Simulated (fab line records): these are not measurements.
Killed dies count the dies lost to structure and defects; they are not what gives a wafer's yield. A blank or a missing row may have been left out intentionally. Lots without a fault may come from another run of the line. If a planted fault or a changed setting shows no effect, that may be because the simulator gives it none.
Which tool is to blame? + flow sky130 + Sampling: 7 lots, 21 wafers, 2 of 708 route steps

## WHAT EACH GAUGE READ, for each wafer
SKY_NWELL_TW_MEAS_15.
| lot  | measured    | on            | NWELL_TW       |
|------|-------------|---------------|----------------|
| L777 | day 4 18:44 | film-metro-02 | 1815 1818 1813 |
| L781 | day 5 09:37 | film-metro-02 | 1846 1837 1835 |
| L783 | day 6 04:52 | film-metro-03 | 1838 1852 1840 |
| L785 | day 6 14:08 | film-metro-03 | 1851 1847 1850 |
| L787 | day 6 22:45 | film-metro-02 | 1821 1833 1829 |
| L793 | day 8 19:28 | film-metro-03 | 1578 1563 1565 |
| L798 | day 9 15:44 | film-metro-02 | 1819 1828 1834 |

## WHICH TOOL RAN EACH LOT (tool, then ch and the chambers of the sampled wafers, then the start)
| lot  | SKY_NWELL_IMPLANT_11           |
|------|--------------------------------|
| L777 | implanter-03 ch 0, day 4 18:11 |
| L781 | implanter-03 ch 0, day 5 09:04 |
| L783 | implanter-01 ch 0, day 6 04:19 |
| L785 | implanter-02 ch 0, day 6 13:35 |
| L787 | implanter-02 ch 0, day 6 22:12 |
| L793 | implanter-03 ch 0, day 8 18:56 |
| L798 | implanter-02 ch 0, day 9 15:13 |
- SKY_NWELL_IMPLANT_11

## THE ANSWER, worked out from the rows above alone
Rule: the usual values come from the lots themselves. The widest of any qualifying gaps counts: lots, ordered by their means at a reading, are off when they make up no more than a third of the lots, leave a main group of 4 or more, and stand apart from it by 3 or more times the standard deviation of that group's means. A main group is skipped when, at the precision printed for the reading in the tables above, its means are all equal. A lot without any number at a reading at which 4 lots or more have one is off too. Where the step has rows for the other lots, those lots are counted as sound.
Off: L793, at SKY_NWELL_TW_MEAS_15 (NWELL_TW). The main group has a mean of 1834 with a standard deviation of 11.
A tool fits if, at a process step before that reading, it ran every lot that is off, and no sound lot after the first of them. Gauges at SKY_NWELL_TW_MEAS_15: tried the same way as those tools. Can't be told from this: 2 tools fit, implanter-03 at SKY_NWELL_IMPLANT_11, film-metro-03 at SKY_NWELL_TW_MEAS_15.

## WHAT THE SIMULATOR HAD INSERTED
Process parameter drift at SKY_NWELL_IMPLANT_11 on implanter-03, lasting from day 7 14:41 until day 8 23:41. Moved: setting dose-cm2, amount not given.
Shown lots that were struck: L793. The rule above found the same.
